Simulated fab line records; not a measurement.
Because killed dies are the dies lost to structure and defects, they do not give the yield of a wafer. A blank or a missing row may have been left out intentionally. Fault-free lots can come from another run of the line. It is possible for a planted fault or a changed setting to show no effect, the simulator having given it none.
fab line records	flow gf180mcu
[record] lots = 14	wafers = 42	last-day = 34
route steps=602 shown STI@31 HV_LDD@211 NSD@242
lots that met no fault: taken from a fault-free run of the same line
start-h: hours from the record's first day to the start of the lot's first wafer shown	wait-h: time in hours since the lot's previous step	" repeats the value in the row above	L1.1+2: a single row standing in for several wafers	- value missing, or start not given	* or withheld: withheld	< > ~ a bound
route shown NAME@n: names a module that has steps shown in the file, with the first one's number in the route	usual: average and standard deviation across the fault-free wafers	same: alike in all rows	chamber/n: place in a boat	sites: each site's reading	_std_site: standard deviation of those values	_edge_site: the outer-site mean with the inner-site mean subtracted	radius-mm: for every site, how far away it sits from the centre of the wafer	mask NAME#n: copy n	behind: the most recent tool/chamber to have shaped the wafer	hold: cause of the lot's hold/its duration in hours/its outcome	device: whichever transistor did not switch (one of n, p or np)	end of line: at the end of the route, the tests of the same wafers	a step with no rows: only its recipe	killed: dies lost to structure and defects at the first sort, not the wafer's yield	map: dies across one wafer; x = killed, . = not, _ = none there
set.NAME: the run value of the setting; set.NAME@STEP: its run value at that earlier step	model.NAME: the simulator's own value behind a step, which no gauge read
route steps across a sampled set of lots; one table per step, one row per wafer
services: the hour from which a tool's chamber was out of use, counted from the record's first day as start-h (under 0 if before that day), plus the number of hours and why
[[steps]]
[step GF_STI_THK_MEAS_30]
[recipe] reads = SiO2_of_STI_OXIDATION_29
[usual] STI_OXIDATION_02_THK = 9.79/0.21
lot.wafer	tool	chamber	start-h	wait-h	STI_OXIDATION_02_THK[nm]
L799.1	film-metro-02	-	32.65	0.0	10.12
L799.3	"	-	"	"	10.01
L799.5	"	-	"	"	9.89
L801.1	film-metro-01	-	39.27	0.0	10.09
L801.5	"	-	"	"	10.08
L801.6	"	-	"	"	9.99
L805.3	film-metro-02	-	63.65	0.0	9.61
L805.5	"	-	"	"	9.79
L805.6	"	-	"	"	9.69
L806.3	film-metro-04	-	67.14	0.0	10.06
L806.5	"	-	"	"	9.95
L806.6	"	-	"	"	9.80
L809.2	film-metro-04	-	80.89	0.0	9.55
L809.4	"	-	"	"	9.69
L809.5	"	-	"	"	9.55
L810.2	film-metro-01	-	86.81	0.0	9.61
L810.3	"	-	"	"	9.70
L810.6	"	-	"	"	9.49
L811.2	film-metro-04	-	93.16	0.0	9.91
L811.4	"	-	"	"	9.99
L811.6	"	-	"	"	9.90
L812.1	film-metro-04	-	97.13	0.0	9.34
L812.2	"	-	"	"	9.51
L812.4	"	-	"	"	9.44
L814.3	film-metro-01	-	108.76	0.0	9.69
L814.4	"	-	"	"	9.66
L814.6	"	-	"	"	9.65
L815.1	film-metro-04	-	112.27	0.0	9.75
L815.5	"	-	"	"	9.67
L815.6	"	-	"	"	9.88
L816.1	film-metro-04	-	117.18	0.0	9.73
L816.5	"	-	"	"	9.87
L816.6	"	-	"	"	9.82
L819.1	film-metro-04	-	132.94	0.0	9.87
L819.2	"	-	"	"	10.07
L819.4	"	-	"	"	10.08
L820.3	film-metro-02	-	139.48	0.0	9.33
L820.4	"	-	"	"	9.51
L820.6	"	-	"	"	9.33
L821.3	film-metro-01	-	144.48	0.0	10.12
L821.4	"	-	"	"	10.02
L821.5	"	-	"	"	10.17
[step GF_HV_LDD_IMPLANT_35]
[recipe] species = P	energy-kev = 60	dose-cm2 = 7.5e+12	tilt-deg = 30	rotation-deg = 180
[usual] beam-energy-keV = 60.003/0.018	beam-on-s = 10.02/0.18	dose-ions-cm2 = 7.502e+12/8.3e+09
lot.wafer	tool	chamber	start-h	wait-h	beam-energy-keV	beam-on-s	dose-ions-cm2
L799.1	implanter-02	0	257.03	0.1	59.985	9.60	7.516e+12
L799.3	"	0	"	"	59.997	10.13	7.51e+12
L799.5	"	0	"	"	59.988	9.78	7.506e+12
L801.1	implanter-04	0	268.43	0.1	59.997	9.93	7.506e+12
L801.5	"	0	"	"	59.998	9.77	7.502e+12
L801.6	"	0	"	"	59.997	10.09	7.501e+12
L805.3	implanter-04	0	304.46	0.1	59.980	10.37	7.488e+12
L805.5	"	0	"	"	59.988	10.24	7.491e+12
L805.6	"	0	"	"	59.978	10.05	7.476e+12
L806.3	implanter-02	0	308.68	0.1	60.014	9.99	7.507e+12
L806.5	"	0	"	"	60.024	9.89	7.501e+12
L806.6	"	0	"	"	60.005	10.06	7.51e+12
L809.2	implanter-01	-	331.71	0.1	-	-	-
L809.4	"	-	"	"	-	-	-
L809.5	"	-	"	"	-	-	-
L810.2	implanter-02	-	337.08	0.1	-	-	-
L810.3	"	-	"	"	-	-	-
L810.6	"	-	"	"	-	-	-
L811.2	implanter-01	0	352.80	0.1	60.020	10.44	7.492e+12
L811.4	"	0	"	"	60.010	9.65	7.503e+12
L811.6	"	0	"	"	59.982	10.25	7.494e+12
L812.1	implanter-01	0	357.31	0.1	60.011	9.87	7.516e+12
L812.2	"	0	"	"	59.994	10.05	7.504e+12
L812.4	"	0	"	"	60.006	9.90	7.502e+12
L814.3	implanter-02	0	372.53	0.1	59.997	10.20	7.491e+12
L814.4	"	0	"	"	60.019	9.87	7.515e+12
L814.6	"	0	"	"	60.046	10.19	7.517e+12
L815.1	implanter-02	0	379.23	0.1	60.000	10.33	7.518e+12
L815.5	"	0	"	"	60.012	9.77	7.504e+12
L815.6	"	0	"	"	60.017	10.15	7.502e+12
L816.1	implanter-01	0	383.78	0.1	60.005	9.96	7.499e+12
L816.5	"	0	"	"	60.000	9.92	7.493e+12
L816.6	"	0	"	"	60.006	10.06	7.511e+12
L819.1	implanter-02	0	409.28	0.1	59.999	9.76	7.517e+12
L819.2	"	0	"	"	59.980	10.17	7.505e+12
L819.4	"	0	"	"	60.019	9.99	7.497e+12
L820.3	implanter-01	0	418.78	0.1	59.992	9.99	7.514e+12
L820.4	"	0	"	"	60.021	9.94	7.494e+12
L820.6	"	0	"	"	59.993	9.68	7.495e+12
L821.3	implanter-01	0	430.23	0.1	60.015	9.79	7.495e+12
L821.4	"	0	"	"	60.029	10.12	7.5e+12
L821.5	"	0	"	"	60.004	10.00	7.499e+12
[step GF_HV_LDD_TW_MEAS_38]
[usual] HV_LDD_3_TW = 1440/17
lot.wafer	tool	chamber	start-h	wait-h	HV_LDD_3_TW
L799.1	film-metro-03	-	257.43	0.1	1423
L799.3	"	-	"	"	1418
L799.5	"	-	"	"	1417
L801.1	film-metro-03	-	268.83	0.1	1429
L801.5	"	-	"	"	1433
L801.6	"	-	"	"	1428
L805.3	film-metro-02	-	304.83	0.1	1463
L805.5	"	-	"	"	1473
L805.6	"	-	"	"	1459
L806.3	film-metro-03	-	309.05	0.1	1424
L806.5	"	-	"	"	1419
L806.6	"	-	"	"	1421
L809.2	film-metro-04	-	332.09	0.1	1304
L809.4	"	-	"	"	1300
L809.5	"	-	"	"	1303
L810.2	film-metro-02	-	337.47	0.1	1348
L810.3	"	-	"	"	1332
L810.6	"	-	"	"	1334
L811.2	film-metro-04	-	353.19	0.1	1438
L811.4	"	-	"	"	1436
L811.6	"	-	"	"	1438
L812.1	film-metro-02	-	357.71	0.1	1474
L812.2	"	-	"	"	1461
L812.4	"	-	"	"	1468
L814.3	film-metro-04	-	372.90	0.1	1444
L814.4	"	-	"	"	1440
L814.6	"	-	"	"	1452
L815.1	film-metro-04	-	379.63	0.1	1435
L815.5	"	-	"	"	1428
L815.6	"	-	"	"	1437
L816.1	film-metro-02	-	384.23	0.1	1456
L816.5	"	-	"	"	1465
L816.6	"	-	"	"	1470
L819.1	film-metro-02	-	409.68	0.1	1461
L819.2	"	-	"	"	1467
L819.4	"	-	"	"	1465
L820.3	film-metro-03	-	419.15	0.1	1423
L820.4	"	-	"	"	1427
L820.6	"	-	"	"	1421
L821.3	film-metro-04	-	430.60	0.1	1438
L821.4	"	-	"	"	1443
L821.5	"	-	"	"	1442
[step GF_HV_LDD_RS_MEAS_53]
[recipe] thk-meas-gauge = four-point-probe
[usual] HV_LDD_RS = 418.1/0.86
lot.wafer	tool	chamber	start-h	wait-h	HV_LDD_RS[ohm/sq]
L799.1	film-metro-04	-	276.96	0.1	416.8
L799.3	"	-	"	"	417.5
L799.5	"	-	"	"	418.0
L801.1	film-metro-04	-	288.86	0.1	416.8
L801.5	"	-	"	"	417.0
L801.6	"	-	"	"	417.6
L805.3	film-metro-03	-	326.00	0.1	418.0
L805.5	"	-	"	"	417.4
L805.6	"	-	"	"	417.5
L806.3	film-metro-03	-	330.53	0.1	418.3
L806.5	"	-	"	"	418.1
L806.6	"	-	"	"	417.5
L809.2	film-metro-03	-	353.61	0.1	437.8
L809.4	"	-	"	"	438.8
L809.5	"	-	"	"	439.0
L810.2	film-metro-04	-	358.98	0.1	439.9
L810.3	"	-	"	"	438.8
L810.6	"	-	"	"	439.3
L811.2	film-metro-03	-	375.72	0.1	417.5
L811.4	"	-	"	"	417.3
L811.6	"	-	"	"	418.0
L812.1	film-metro-02	-	380.58	0.1	418.9
L812.2	"	-	"	"	419.6
L812.4	"	-	"	"	419.9
L814.3	film-metro-03	-	395.89	0.1	416.8
L814.4	"	-	"	"	417.4
L814.6	"	-	"	"	416.9
L815.1	film-metro-03	-	403.05	0.1	418.7
L815.5	"	-	"	"	418.0
L815.6	"	-	"	"	418.0
L816.1	film-metro-03	-	407.78	0.1	419.0
L816.5	"	-	"	"	418.7
L816.6	"	-	"	"	420.2
L819.1	film-metro-04	-	434.76	0.1	419.2
L819.2	"	-	"	"	418.9
L819.4	"	-	"	"	417.8
L820.3	film-metro-04	-	443.77	0.1	418.5
L820.4	"	-	"	"	418.9
L820.6	"	-	"	"	419.2
L821.3	film-metro-03	-	455.52	0.1	417.8
L821.4	"	-	"	"	416.3
L821.5	"	-	"	"	418.2
[step GF_NSD_CD_MEAS_07]
[recipe] target-cd-nm = 400
[usual] cd-nm = 400.2/2.5
lot.wafer	tool	chamber	start-h	wait-h	cd-nm
L799.1	cd-sem-02	-	301.01	0.1	399.9
L799.3	"	-	"	"	399.4
L799.5	"	-	"	"	398.9
L801.1	cd-sem-01	-	311.71	0.1	397.2
L801.5	"	-	"	"	398.3
L801.6	"	-	"	"	398.9
L805.3	cd-sem-02	-	352.09	0.1	405.2
L805.5	"	-	"	"	404.3
L805.6	"	-	"	"	407.0
L806.3	cd-sem-01	-	357.21	0.1	396.4
L806.5	"	-	"	"	398.0
L806.6	"	-	"	"	399.1
L811.2	cd-sem-01	-	401.04	0.1	400.2
L811.4	"	-	"	"	398.9
L811.6	"	-	"	"	399.2
L812.1	cd-sem-02	-	406.25	0.1	397.1
L812.2	"	-	"	"	395.6
L812.4	"	-	"	"	396.3
L814.3	cd-sem-02	-	421.60	0.1	403.9
L814.4	"	-	"	"	403.9
L814.6	"	-	"	"	404.4
L815.1	cd-sem-01	-	429.85	0.1	400.9
L815.5	"	-	"	"	401.7
L815.6	"	-	"	"	400.4
L816.1	cd-sem-01	-	435.07	0.1	395.5
L816.5	"	-	"	"	400.1
L816.6	"	-	"	"	395.1
L819.1	cd-sem-01	-	462.02	0.1	397.8
L819.2	"	-	"	"	396.8
L819.4	"	-	"	"	397.0
L820.3	cd-sem-01	-	470.99	0.1	401.7
L820.4	"	-	"	"	402.2
L820.6	"	-	"	"	402.8
L821.3	cd-sem-01	-	482.23	0.1	400.1
L821.4	"	-	"	"	399.8
L821.5	"	-	"	"	399.1
[step GF_NSD_TW_MEAS_12]
[usual] NSD_TW = 4267/52
lot.wafer	tool	chamber	start-h	wait-h	NSD_TW
L799.1	film-metro-01	-	301.57	0.1	4254
L799.3	"	-	"	"	4233
L799.5	"	-	"	"	4239
L801.1	film-metro-01	-	312.27	0.1	4233
L801.5	"	-	"	"	4213
L801.6	"	-	"	"	4220
L805.3	film-metro-02	-	352.63	0.1	4327
L805.5	"	-	"	"	4323
L805.6	"	-	"	"	4356
L806.3	film-metro-01	-	357.75	0.1	4253
L806.5	"	-	"	"	4255
L806.6	"	-	"	"	4259
L811.2	film-metro-02	-	401.59	0.1	4321
L811.4	"	-	"	"	4322
L811.6	"	-	"	"	4324
L812.1	film-metro-01	-	406.81	0.1	4279
L812.2	"	-	"	"	4262
L812.4	"	-	"	"	4275
L814.3	film-metro-01	-	422.14	0.1	4305
L814.4	"	-	"	"	4266
L814.6	"	-	"	"	4264
L815.1	film-metro-02	-	430.41	0.1	4362
L815.5	"	-	"	"	4376
L815.6	"	-	"	"	4335
L816.1	film-metro-02	-	435.63	0.1	4324
L816.5	"	-	"	"	4350
L816.6	"	-	"	"	4331
L819.1	film-metro-02	-	462.58	0.1	4353
L819.2	"	-	"	"	4324
L819.4	"	-	"	"	4329
L820.3	film-metro-01	-	471.53	0.1	4275
L820.4	"	-	"	"	4274
L820.6	"	-	"	"	4259
L821.3	film-metro-01	-	482.76	0.1	4222
L821.4	"	-	"	"	4239
L821.5	"	-	"	"	4223
[[services]]
tool	chamber	start-h	hours	kind
implanter-04	-	258.47	4.1	pm
implanter-02	-	318.39	4.4	pm
implanter-04	-	322.40	107.9	pm
[[key]]
[first-sign] step = GF_HV_LDD_IMPLANT_35	reading = tool-record	direction = missing
[effect] step = GF_HV_LDD_TW_MEAS_38	reading = HV_LDD_3_TW	direction = down	sigmas = 6.9	usual = 1440	struck = 1320
[effect] step = GF_HV_LDD_RS_MEAS_53	reading = HV_LDD_RS	direction = up	sigmas = 24	usual = 418.1	struck = 438.9
met-at GF_HV_LDD_IMPLANT_35
struck-lots L809,L810
later-rows-left-out L809.2,L809.4,L809.5,L810.2,L810.3,L810.6
sort-left-out L809.2,L809.4,L809.5,L810.2,L810.3,L810.6
tester-left-out L809,L810
not-acting-at GF_STI_THK_MEAS_30,GF_NSD_CD_MEAS_07,GF_NSD_TW_MEAS_12
onset-between 308.68 331.71
[fault] kind = skipped-step-whole	tool = implanter-01,implanter-02	chamber = -	onset-h = 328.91	steps = GF_HV_LDD_IMPLANT_35	scope = struck-lots-only
// tester-left-out: of these lots the tester's yield and bins aren't shown, on N5 and GAA mostly nor the transistor test; their killed dies are dies lost to structure and defects alone, not to doping, threshold or leakage, so they don't give the yield
// sort-left-out: the simulated sort isn't trusted on such a fault, so these wafers' sort isn't shown, and their yield isn't known
// later-rows-left-out: the simulator's readings of these wafers behind a module that went badly wrong aren't trusted and aren't shown, but for the sort
